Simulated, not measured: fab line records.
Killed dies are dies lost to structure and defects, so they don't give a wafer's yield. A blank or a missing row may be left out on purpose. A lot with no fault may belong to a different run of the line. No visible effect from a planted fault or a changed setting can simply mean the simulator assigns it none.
fab line records + flow sky130
record
- lots=6
- wafers=18
- lastDay=50
route steps=708 shown LDD_P@257 LDD_HVN@267 PAD_OPEN@708
lots with no fault: from the same line, run without faults
startH: hours from the record's opening day to when the first of the lot's shown wafers began + waitH: time in hours since the lot's previous step + " identical to the entry in the row above + L1.1+2: one row covering several wafers at once + - either no value or no given start + * or withheld: withheld + < > ~ a bound
route shown NAME@n: a module of which the file shows steps, and the number in the route of the first + usual: the fault-free wafers' mean and standard deviation + same: alike in all rows + chamber/n: place in a boat + sites: each site's reading + _std_site: the values' standard deviation + _edge_site: inner sites' mean taken away from outer sites' mean + radiusMm: for every site, how far away it sits from the centre of the wafer + mask NAME#n: copy n + behind: the tool/chamber that last shaped the wafer + hold: why the lot went on hold/how many hours it stayed there/how the hold came to an end + device: the n, p or np transistor that did not switch + end of line: the route-end tests of the same wafers + a step given without rows: its recipe and nothing more + killed: count of dies lost to structure and defects at first sort (not the wafer's yield) + map: a wafer's dies, x killed, . not, _ none there
set.NAME: the setting the step ran with; set.NAME@STEP: the setting that earlier step ran with + model.NAME: the simulator's own value behind a step, which no gauge read
certain route steps with their lots: each step a table, each wafer a row
services: a tool's chamber out of use, with start hour (startH, from the record's first day; less than 0 if before it), hours out, and reason
## steps
# step SKY_LDD_P_COAT_02
# recipe
- resist=NOVOLAK
- spinRpm=3000
- resistThkNm=1119
# step SKY_LDD_P_SOFTBAKE_03
# recipe
- tempC=90
- timeS=60
- resist=NOVOLAK
# step SKY_LDD_P_EXPOSE_04
# recipe
- maskId=PSDM
- na=0.6
- sourceShape=conventional
- sigmaOuter=0.6
- polarization=unpolarized
- targetCdNm=380
- doseMj=138
# step SKY_LDD_P_PEB_05
# recipe
- tempC=withheld
- timeS=*
- resist=NOVOLAK
# step SKY_LDD_P_DEVELOP_06
# recipe
- resist=NOVOLAK
- developer=TMAH
- developTimeS=60
- devTempC=23
# step SKY_LDD_P_CD_MEAS_07
# recipe
- targetCdNm=380
# usual
- cdNm=379.6/2.2
| lot.wafer | tool     | chamber | startH | waitH | cdNm  |
|-----------|----------|---------|--------|-------|-------|
| L618.1    | cdSem-02 | -       | 472.49 | 0.1   | 381.2 |
| L618.4    | "        | -       | "      | "     | 383.9 |
| L618.5    | "        | -       | "      | "     | 381.1 |
| L619.2    | cdSem-01 | -       | 479.36 | 0.1   | 382.3 |
| L619.3    | "        | -       | "      | "     | 382.9 |
| L619.4    | "        | -       | "      | "     | 383.4 |
| L621.2    | cdSem-01 | -       | 504.81 | 0.1   | 375.9 |
| L621.3    | "        | -       | "      | "     | 379.0 |
| L621.4    | "        | -       | "      | "     | 376.3 |
| L626.1    | cdSem-02 | -       | 574.28 | 0.1   | 379.0 |
| L626.2    | "        | -       | "      | "     | 378.4 |
| L626.4    | "        | -       | "      | "     | 379.4 |
| L628.2    | cdSem-02 | -       | 581.21 | 0.1   | 378.7 |
| L628.4    | "        | -       | "      | "     | 378.9 |
| L628.6    | "        | -       | "      | "     | 380.6 |
| L636.1    | cdSem-01 | -       | 630.64 | 0.1   | 383.2 |
| L636.2    | "        | -       | "      | "     | 381.9 |
| L636.4    | "        | -       | "      | "     | 382.7 |
# step SKY_LDD_P_OVL_MEAS_08
# usual
- LDD_P_OVL=1.1/1.2
| lot.wafer | tool       | chamber | startH | waitH | LDD_P_OVL[nm] |
|-----------|------------|---------|--------|-------|---------------|
| L618.1    | overlay-01 | -       | 472.61 | 0.1   | 0.6           |
| L618.4    | "          | -       | "      | "     | 0.2           |
| L618.5    | "          | -       | "      | "     | 0.4           |
| L619.2    | overlay-02 | -       | 479.46 | 0.1   | 3.5           |
| L619.3    | "          | -       | "      | "     | 5.0           |
| L619.4    | "          | -       | "      | "     | 3.3           |
| L621.2    | overlay-01 | -       | 504.91 | 0.1   | 0.5           |
| L621.3    | "          | -       | "      | "     | 0.0           |
| L621.4    | "          | -       | "      | "     | -0.8          |
| L626.1    | overlay-02 | -       | 574.40 | 0.1   | -0.1          |
| L626.2    | "          | -       | "      | "     | 2.1           |
| L626.4    | "          | -       | "      | "     | -0.3          |
| L628.2    | overlay-02 | -       | 581.31 | 0.1   | 2.6           |
| L628.4    | "          | -       | "      | "     | 4.0           |
| L628.6    | "          | -       | "      | "     | 2.5           |
| L636.1    | overlay-01 | -       | 630.76 | 0.1   | 1.2           |
| L636.2    | "          | -       | "      | "     | 1.0           |
| L636.4    | "          | -       | "      | "     | 0.6           |
# step SKY_LDD_P_IMPLANT_09
# recipe
- species=BF2
- energyKev=25
- doseCm2=1e+13
- tiltDeg=withheld
# step SKY_LDD_P_STRIP_10
# recipe
- chemistry=O2/N2
- powerW=1400
- pressureMtorr=1500
- platenTempC=withheld
- o2FlowSccm=3000
- n2FlowSccm=300
- overashFraction=0.5
# usual
- drypumpMotorCurrentA=5.35/0.19
- n2FlowSccm=300.1/0.84
- oesProductAu=0.716/0.0044
- stripTimeToEndpointS=13.93/0.039
| lot.wafer | tool           | chamber | startH | waitH | drypumpMotorCurrentA | n2FlowSccm | oesProductAu | rfHoursCounterH | stripTimeToEndpointS |
|-----------|----------------|---------|--------|-------|----------------------|------------|--------------|-----------------|----------------------|
| L618.1    | plasmaAsher-04 | 1       | 472.80 | 0.1   | 4.97                 | 299.7      | 0.713        | 67              | 14.01                |
| L618.4    | "              | 0       | "      | "     | 5.36                 | 300.2      | 0.720        | -               | 13.98                |
| L618.5    | "              | 1       | "      | "     | 4.99                 | 299.8      | 0.720        | -               | 13.99                |
| L619.2    | plasmaAsher-04 | 1       | 479.64 | 0.1   | 5.00                 | 300.0      | 0.717        | 68              | 13.89                |
| L619.3    | "              | 0       | "      | "     | 5.33                 | 299.0      | 0.713        | -               | 13.90                |
| L619.4    | "              | 1       | "      | "     | 4.99                 | 300.0      | 0.714        | -               | 13.86                |
| L621.2    | plasmaAsher-01 | 0       | 505.09 | 0.1   | 5.46                 | 300.7      | 0.716        | 40              | 13.92                |
| L621.3    | "              | 0       | "      | "     | 5.47                 | 301.1      | 0.708        | -               | 13.91                |
| L621.4    | "              | 1       | "      | "     | 5.48                 | 298.5      | 0.716        | -               | 13.90                |
| L626.1    | plasmaAsher-01 | 0       | 574.58 | 0.1   | 5.45                 | 300.9      | 0.721        | 46              | 13.89                |
| L626.2    | "              | 1       | "      | "     | 5.50                 | 300.7      | 0.716        | 46              | 13.89                |
| L626.4    | "              | 1       | "      | "     | 5.46                 | 300.2      | 0.716        | -               | 13.85                |
| L628.2    | plasmaAsher-01 | 0       | 581.49 | 0.1   | 5.43                 | 301.8      | 0.716        | 47              | 13.85                |
| L628.4    | "              | 0       | "      | "     | 5.44                 | 300.9      | 0.717        | -               | 13.92                |
| L628.6    | "              | 0       | "      | "     | 5.43                 | 300.5      | 0.719        | -               | 13.88                |
| L636.1    | plasmaAsher-02 | 0       | 630.94 | 0.1   | 5.61                 | 301.1      | 0.720        | 84              | 13.94                |
| L636.2    | "              | 1       | "      | "     | 5.46                 | 298.0      | 0.716        | 84              | 13.92                |
| L636.4    | "              | 1       | "      | "     | 5.48                 | 300.3      | 0.719        | -               | 13.84                |
# step SKY_LDD_P_TW_MEAS_11
# usual
- LDD_P_TW=631/6.1
| lot.wafer | tool         | chamber | startH | waitH | LDD_P_TW |
|-----------|--------------|---------|--------|-------|----------|
| L618.1    | filmMetro-03 | -       | 472.90 | 0.1   | 628      |
| L618.4    | "            | -       | "      | "     | 631      |
| L618.5    | "            | -       | "      | "     | 633      |
| L619.2    | filmMetro-03 | -       | 479.75 | 0.1   | 631      |
| L619.3    | "            | -       | "      | "     | 628      |
| L619.4    | "            | -       | "      | "     | 631      |
| L621.2    | filmMetro-03 | -       | 505.20 | 0.1   | 631      |
| L621.3    | "            | -       | "      | "     | 634      |
| L621.4    | "            | -       | "      | "     | 631      |
| L626.1    | filmMetro-04 | -       | 574.68 | 0.1   | 643      |
| L626.2    | "            | -       | "      | "     | 639      |
| L626.4    | "            | -       | "      | "     | 642      |
| L628.2    | filmMetro-03 | -       | 581.60 | 0.1   | 631      |
| L628.4    | "            | -       | "      | "     | 624      |
| L628.6    | "            | -       | "      | "     | 627      |
| L636.1    | filmMetro-03 | -       | 631.04 | 0.1   | 632      |
| L636.2    | "            | -       | "      | "     | 629      |
| L636.4    | "            | -       | "      | "     | 629      |
# step SKY_LDD_HVN_DEHYDRATE_00
# recipe
- tempC=200
- timeS=60
# step SKY_LDD_HVN_HMDS_01
# recipe
- primeTimeS=60
- primeTempC=120
# step SKY_LDD_HVN_COAT_02
# recipe
- resist=NOVOLAK
- spinRpm=3000
- resistThkNm=300
# usual
- spinSpeedRpm=3000.0/1.7
| lot.wafer | tool          | chamber | startH | waitH | spinSpeedRpm | model.NOVOLAK_of_LDD_HVN_COAT_02.thkNm |
|-----------|---------------|---------|--------|-------|--------------|----------------------------------------|
| L618.1    | lithoTrack-03 | 0       | 487.58 | 0.1   | 3000.2       | 300.2                                  |
| L618.4    | "             | 0       | "      | "     | 3001.9       | 300.2                                  |
| L618.5    | "             | 0       | "      | "     | 3000.5       | 299.7                                  |
| L619.2    | lithoTrack-01 | 0       | 494.92 | 0.1   | 3377.7       | 280.3                                  |
| L619.3    | "             | 0       | "      | "     | 3379.0       | 281.6                                  |
| L619.4    | "             | 0       | "      | "     | 3378.6       | 280.8                                  |
| L621.2    | lithoTrack-01 | 0       | 520.12 | 0.1   | 3380.5       | 281.8                                  |
| L621.3    | "             | 0       | "      | "     | 3378.2       | 281.8                                  |
| L621.4    | "             | 0       | "      | "     | 3378.9       | 282.1                                  |
| L626.1    | lithoTrack-01 | 0       | 589.35 | 0.1   | 3000.3       | 300.6                                  |
| L626.2    | "             | 0       | "      | "     | 3000.2       | 299.9                                  |
| L626.4    | "             | 0       | "      | "     | 3000.8       | 299.5                                  |
| L628.2    | lithoTrack-01 | 0       | 595.42 | 0.1   | 2999.4       | 299.5                                  |
| L628.4    | "             | 0       | "      | "     | 3000.5       | 298.8                                  |
| L628.6    | "             | 0       | "      | "     | 3000.6       | 299.8                                  |
| L636.1    | lithoTrack-01 | 0       | 645.14 | 0.1   | 3003.5       | 299.6                                  |
| L636.2    | "             | 0       | "      | "     | 3000.8       | 299.7                                  |
| L636.4    | "             | 0       | "      | "     | 3000.0       | 298.9                                  |
# step SKY_LDD_HVN_SOFTBAKE_03
# recipe
- tempC=90
- timeS=60
- resist=NOVOLAK
# step SKY_LDD_HVN_EXPOSE_04
# recipe
- maskId=HVNTM
- na=0.6
- sourceShape=conventional
- sigmaOuter=0.6
- polarization=unpolarized
- targetCdNm=700
- doseMj=127
# step SKY_LDD_HVN_PEB_05
# recipe
- tempC=withheld
- timeS=*
- resist=NOVOLAK
# step SKY_LDD_HVN_DEVELOP_06
# recipe
- resist=NOVOLAK
- developer=TMAH
- developTimeS=60
- devTempC=23
| lot.wafer | tool          | chamber | startH | waitH | model.NOVOLAK_of_LDD_HVN_COAT_02.thkNm |
|-----------|---------------|---------|--------|-------|----------------------------------------|
| L618.1+4  | lithoTrack-01 | 0       | 502.80 | 0.1   | 299.8                                  |
| L618.5    | "             | 0       | "      | "     | 299.3                                  |
| L619.2    | lithoTrack-04 | 0       | 510.46 | 0.1   | 279.9                                  |
| L619.3    | "             | 0       | "      | "     | 281.2                                  |
| L619.4    | "             | 0       | "      | "     | 280.4                                  |
| L621.2+3  | lithoTrack-03 | 0       | 534.85 | 0.1   | 281.4                                  |
| L621.4    | "             | 0       | "      | "     | 281.7                                  |
| L626.1    | lithoTrack-04 | 0       | 603.84 | 0.1   | 300.2                                  |
| L626.2    | "             | 0       | "      | "     | 299.5                                  |
| L626.4    | "             | 0       | "      | "     | 299.1                                  |
| L628.2    | lithoTrack-04 | 0       | 609.96 | 0.1   | 299.1                                  |
| L628.4    | "             | 0       | "      | "     | 298.4                                  |
| L628.6    | "             | 0       | "      | "     | 299.4                                  |
| L636.1    | lithoTrack-03 | 0       | 659.38 | 0.1   | 299.2                                  |
| L636.2    | "             | 0       | "      | "     | 299.3                                  |
| L636.4    | "             | 0       | "      | "     | 298.4                                  |
# step SKY_LDD_HVN_OVL_MEAS_07
# usual
- LDD_HVN_OVL=-1.4/1.4
| lot.wafer | tool       | chamber | startH | waitH | LDD_HVN_OVL[nm] |
|-----------|------------|---------|--------|-------|-----------------|
| L618.1    | overlay-01 | -       | 502.95 | 0.1   | -1.2            |
| L618.4    | "          | -       | "      | "     | -1.3            |
| L618.5    | "          | -       | "      | "     | -0.1            |
| L619.2    | overlay-02 | -       | 510.59 | 0.1   | 0.3             |
| L619.3    | "          | -       | "      | "     | -0.4            |
| L619.4    | "          | -       | "      | "     | 0.3             |
| L621.2    | overlay-01 | -       | 534.98 | 0.1   | -2.0            |
| L621.3    | "          | -       | "      | "     | -4.5            |
| L621.4    | "          | -       | "      | "     | -2.2            |
| L626.1    | overlay-02 | -       | 603.99 | 0.1   | -2.7            |
| L626.2    | "          | -       | "      | "     | -1.5            |
| L626.4    | "          | -       | "      | "     | -0.8            |
| L628.2    | overlay-01 | -       | 610.09 | 0.1   | -1.5            |
| L628.4    | "          | -       | "      | "     | -1.9            |
| L628.6    | "          | -       | "      | "     | -1.2            |
| L636.1    | overlay-02 | -       | 659.53 | 0.1   | -0.5            |
| L636.2    | "          | -       | "      | "     | -0.7            |
| L636.4    | "          | -       | "      | "     | -1.7            |
# step SKY_LDD_HVN_IMPLANT_08
# recipe
- species=P
- energyKev=60
- doseCm2=3e+13
- tiltDeg=40
# step SKY_LDD_HVN_STRIP_09
# recipe
- chemistry=O2/N2
- powerW=1400
- pressureMtorr=1500
- platenTempC=withheld
- o2FlowSccm=3000
- n2FlowSccm=300
- overashFraction=0.5
# usual
- drypumpMotorCurrentA=5.5/0.36
- n2FlowSccm=300.2/0.92
- oesProductAu=0.408/0.0047
- stripTimeToEndpointS=4.127/0.014
| lot.wafer | tool           | chamber | startH | waitH | drypumpMotorCurrentA | n2FlowSccm | oesProductAu | rfHoursCounterH | stripTimeToEndpointS |
|-----------|----------------|---------|--------|-------|----------------------|------------|--------------|-----------------|----------------------|
| L618.1    | plasmaAsher-03 | 1       | 503.13 | 0.1   | 5.9                  | 300.0      | 0.410        | 9               | 4.144                |
| L618.4    | "              | 0       | "      | "     | 6.0                  | 300.3      | 0.408        | -               | 4.122                |
| L618.5    | "              | 1       | "      | "     | 5.9                  | 301.9      | 0.400        | -               | 4.123                |
| L619.2    | plasmaAsher-03 | 0       | 510.77 | 0.1   | 6.0                  | 298.9      | 0.398        | 9               | 3.855                |
| L619.3    | "              | 1       | "      | "     | 5.9                  | 300.6      | 0.393        | -               | 3.885                |
| L619.4    | "              | 0       | "      | "     | 6.0                  | 300.8      | 0.394        | -               | 3.887                |
| L621.2    | plasmaAsher-04 | 1       | 535.16 | 0.1   | 5.0                  | 299.9      | 0.392        | 74              | 3.910                |
| L621.3    | "              | 1       | "      | "     | 5.0                  | 301.1      | 0.405        | -               | 3.893                |
| L621.4    | "              | 0       | "      | "     | 5.3                  | 300.2      | 0.404        | -               | 3.897                |
| L626.1    | plasmaAsher-02 | 1       | 604.17 | 0.1   | 5.5                  | 300.7      | 0.412        | 82              | 4.135                |
| L626.2    | "              | 0       | "      | "     | 5.7                  | 299.1      | 0.403        | 82              | 4.140                |
| L626.4    | "              | 0       | "      | "     | 5.7                  | 300.0      | 0.412        | -               | 4.112                |
| L628.2    | plasmaAsher-03 | 1       | 610.27 | 0.1   | 5.9                  | 299.1      | 0.408        | 20              | 4.124                |
| L628.4    | "              | 0       | "      | "     | 6.0                  | 300.1      | 0.411        | -               | 4.127                |
| L628.6    | "              | 1       | "      | "     | 5.9                  | 301.3      | 0.406        | -               | 4.128                |
| L636.1    | plasmaAsher-02 | 0       | 659.71 | 0.1   | 5.6                  | 299.1      | 0.409        | 87              | 4.115                |
| L636.2    | "              | 1       | "      | "     | 5.5                  | 299.3      | 0.406        | 87              | 4.143                |
| L636.4    | "              | 1       | "      | "     | 5.5                  | 300.2      | 0.411        | -               | 4.118                |
# step SKY_LDD_HVN_TW_MEAS_10
# usual
- LDD_HVN_TW=1439/14
| lot.wafer | tool         | chamber | startH | waitH | LDD_HVN_TW |
|-----------|--------------|---------|--------|-------|------------|
| L618.1    | filmMetro-02 | -       | 503.23 | 0.1   | 1441       |
| L618.4    | "            | -       | "      | "     | 1431       |
| L618.5    | "            | -       | "      | "     | 1444       |
| L619.2    | filmMetro-02 | -       | 510.88 | 0.1   | 1439       |
| L619.3    | "            | -       | "      | "     | 1439       |
| L619.4    | "            | -       | "      | "     | 1434       |
| L621.2    | filmMetro-04 | -       | 535.27 | 0.1   | 1453       |
| L621.3    | "            | -       | "      | "     | 1450       |
| L621.4    | "            | -       | "      | "     | 1442       |
| L626.1    | filmMetro-04 | -       | 604.27 | 0.1   | 1444       |
| L626.2    | "            | -       | "      | "     | 1451       |
| L626.4    | "            | -       | "      | "     | 1448       |
| L628.2    | filmMetro-04 | -       | 610.38 | 0.1   | 1451       |
| L628.4    | "            | -       | "      | "     | 1446       |
| L628.6    | "            | -       | "      | "     | 1451       |
| L636.1    | filmMetro-01 | -       | 659.81 | 0.1   | 1424       |
| L636.2    | "            | -       | "      | "     | 1420       |
| L636.4    | "            | -       | "      | "     | 1422       |
# step SKY_PAD_OPEN_PROBE_99
# usual
- killed_at_M0_to_M3=42/6.7
- killed_at_M4_up=3.4/2
- killedAtContacts=24/5.1
- killedAtFrontEnd=14/4.2
- killedAtOther=0.2/0.49
- killedDies=84/8.4
- killedOpen=46/7
- killedShort=39/5.8
# same
- grossDies=492
- killedAtBackSide=0
| lot.wafer | tool      | chamber | startH  | waitH | killed_at_M0_to_M3 | killed_at_M4_up | killedAtContacts | killedAtFrontEnd | killedAtOther | killedDies | killedOpen | killedShort |
|-----------|-----------|---------|---------|-------|--------------------|-----------------|------------------|------------------|---------------|------------|------------|-------------|
| L619.2    | prober-01 | -       | 1109.96 | 0.1   | 34                 | 1               | 38               | 12               | 0             | 85         | 41         | 44          |
| L619.3    | prober-01 | -       | 1110.01 | 0.2   | 53                 | 2               | 25               | 21               | 0             | 101        | 50         | 51          |
| L619.4    | prober-01 | -       | 1110.06 | 0.2   | 44                 | 1               | 31               | 17               | 0             | 93         | 60         | 33          |
| L621.2    | prober-01 | -       | 1127.21 | 0.1   | 49                 | 2               | 24               | 10               | 0             | 85         | 53         | 32          |
| L621.3    | prober-01 | -       | 1127.26 | 0.2   | 38                 | 2               | 26               | 17               | 0             | 83         | 45         | 38          |
| L621.4    | prober-01 | -       | 1127.31 | 0.2   | 39                 | 1               | 20               | 7                | 1             | 68         | 37         | 31          |
| L626.1    | prober-01 | -       | 1172.87 | 0.1   | 34                 | 3               | 17               | 17               | 0             | 71         | 34         | 37          |
| L626.2    | prober-01 | -       | 1172.92 | 0.1   | 50                 | 1               | 36               | 11               | 0             | 98         | 62         | 36          |
| L626.4    | prober-01 | -       | 1173.02 | 0.2   | 40                 | 4               | 29               | 16               | 1             | 90         | 52         | 38          |
| L628.2    | prober-02 | -       | 1175.62 | 0.1   | 43                 | 4               | 24               | 13               | 0             | 84         | 41         | 43          |
| L628.4    | prober-02 | -       | 1175.72 | 0.2   | 45                 | 3               | 18               | 17               | 0             | 83         | 42         | 41          |
| L628.6    | prober-02 | -       | 1175.82 | 0.2   | 39                 | 9               | 23               | 11               | 0             | 82         | 46         | 36          |
# killed by level:class
L619.2 CONTACT:geometricParticle:short=12 LI_CONTACT:geometricParticle:open=9 CONTACT:geometricParticle:open=9 VIA3:geometricParticle:open=6 VIA1:geometricParticle:short=5 METAL3:geometricParticle:short=5 FIELD_ISO:geometricParticle:open=4 METAL1:geometricParticle:short=4
L619.3 VIA1:geometricParticle:open=9 VIA2:geometricParticle:open=8 CONTACT:geometricParticle:short=7 METAL1:geometricParticle:short=7 VIA2:geometricParticle:short=6 CONTACT:geometricParticle:open=6 POLY_GATE:geometricParticle:open=5 LI_CONTACT:geometricParticle:open=5
L619.4 CONTACT:geometricParticle:open=17 VIA1:geometricParticle:open=9 VIA2:geometricParticle:open=9 METAL3:geometricParticle:short=8 LI_CONTACT:geometricParticle:open=6 VIA3:geometricParticle:short=6 FIELD_ISO:geometricParticle:short=5 FIELD_ISO:geometricParticle:open=5
L621.2 VIA1:geometricParticle:open=16 CONTACT:geometricParticle:open=10 METAL2:geometricParticle:short=9 FIELD_ISO:geometricParticle:open=8 LI_CONTACT:geometricParticle:open=6 VIA2:geometricParticle:open=6 VIA1:geometricParticle:short=6 LI_CONTACT:geometricParticle:short=3
L621.3 VIA1:geometricParticle:open=13 LI_CONTACT:geometricParticle:open=8 CONTACT:geometricParticle:open=6 LOCAL_INTERCONNECT:geometricParticle:short=5 FIELD_ISO:geometricParticle:short=4 POLY_GATE:geometricParticle:open=4 METAL1:geometricParticle:short=4 VIA1:geometricParticle:short=4
L621.4 CONTACT:geometricParticle:open=10 VIA1:geometricParticle:open=8 METAL1:geometricParticle:short=7 CONTACT:geometricParticle:short=5 METAL2:geometricParticle:short=5 VIA2:geometricParticle:open=5 VIA3:geometricParticle:open=4 FIELD_ISO:geometricParticle:open=3
L626.1 VIA1:geometricParticle:open=7 VIA3:geometricParticle:open=6 LOCAL_INTERCONNECT:geometricParticle:short=6 SPACER:geometricParticle:short=4 LI_CONTACT:geometricParticle:open=4 METAL1:geometricParticle:short=4 METAL3:geometricParticle:short=4 FIELD_ISO:geometricParticle:short=3
L626.2 CONTACT:geometricParticle:open=15 VIA1:geometricParticle:open=15 LI_CONTACT:geometricParticle:open=11 VIA2:geometricParticle:open=7 LOCAL_INTERCONNECT:geometricParticle:short=6 METAL1:geometricParticle:short=6 VIA3:geometricParticle:open=5 METAL2:geometricParticle:short=4
L626.4 VIA3:geometricParticle:open=9 VIA1:geometricParticle:open=9 CONTACT:geometricParticle:open=9 CONTACT:geometricParticle:short=7 FIELD_ISO:geometricParticle:short=5 LI_CONTACT:geometricParticle:short=5 LI_CONTACT:geometricParticle:open=5 VIA2:geometricParticle:open=5
L628.2 VIA1:geometricParticle:open=10 CONTACT:geometricParticle:open=8 VIA3:geometricParticle:open=7 FIELD_ISO:geometricParticle:short=5 VIA1:geometricParticle:short=5 LI_CONTACT:geometricParticle:open=5 CONTACT:geometricParticle:short=5 METAL1:geometricParticle:short=5
L628.4 VIA1:geometricParticle:open=12 FIELD_ISO:geometricParticle:open=7 FIELD_ISO:geometricParticle:short=7 LI_CONTACT:geometricParticle:open=7 VIA3:geometricParticle:short=6 VIA3:geometricParticle:open=6 METAL1:geometricParticle:short=5 VIA1:geometricParticle:short=4
L628.6 VIA3:geometricParticle:open=9 LI_CONTACT:geometricParticle:open=8 METAL2:geometricParticle:short=8 CONTACT:geometricParticle:open=7 VIA2:geometricParticle:open=7 METAL4:geometricParticle:short=6 FIELD_ISO:geometricParticle:short=4 LOCAL_INTERCONNECT:geometricParticle:short=4
## services
| tool           | chamber | startH | hours | kind   |
|----------------|---------|--------|-------|--------|
| plasmaAsher-02 | -       | 473.15 | 14.6  | pm     |
| plasmaAsher-01 | -       | 511.59 | 14.6  | pm     |
| plasmaAsher-02 | -       | 561.19 | 24.3  | repair |
| plasmaAsher-02 | -       | 561.22 | 2.3   | repair |
| plasmaAsher-01 | -       | 616.12 | 4.0   | pm     |
## key
firstSign
- step=SKY_LDD_HVN_COAT_02
- reading=spinSpeedRpm
- direction=up
- sigmas=99+
- usual=3000.0
- struck=3378.8
effect
- step=SKY_LDD_HVN_STRIP_09
- reading=stripTimeToEndpointS
- direction=down
- sigmas=17
- usual=*
- struck=*
modelEffect
- step=SKY_LDD_HVN_COAT_02
- value=NOVOLAK_of_LDD_HVN_COAT_02.thkNm
- without=298.7
- struck=281.4
modelEffect
- step=SKY_LDD_HVN_DEVELOP_06
- value=NOVOLAK_of_LDD_HVN_COAT_02.thkNm
- without=298.2
- struck=281
metAt SKY_LDD_HVN_COAT_02
struckWafers L619.2,L619.3,L619.4,L621.2,L621.3,L621.4
testerLeftOut L619,L621
fault
- kind=processParameterDrift
- tool=lithoTrack-01
- chamber=-
- onsetH=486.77
- steps=SKY_LDD_HVN_COAT_02
- channel=spinRpm
- offset=378.96
- shape=step
- endH=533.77
- actsIn=theseRecipesOnly
- stated=3000
# testerLeftOut: of these lots the tester's yield and bins aren't shown, on N5 and GAA mostly nor the transistor test; their killed dies are dies lost to structure and defects alone, not to doping, threshold or leakage, so they don't give the yield
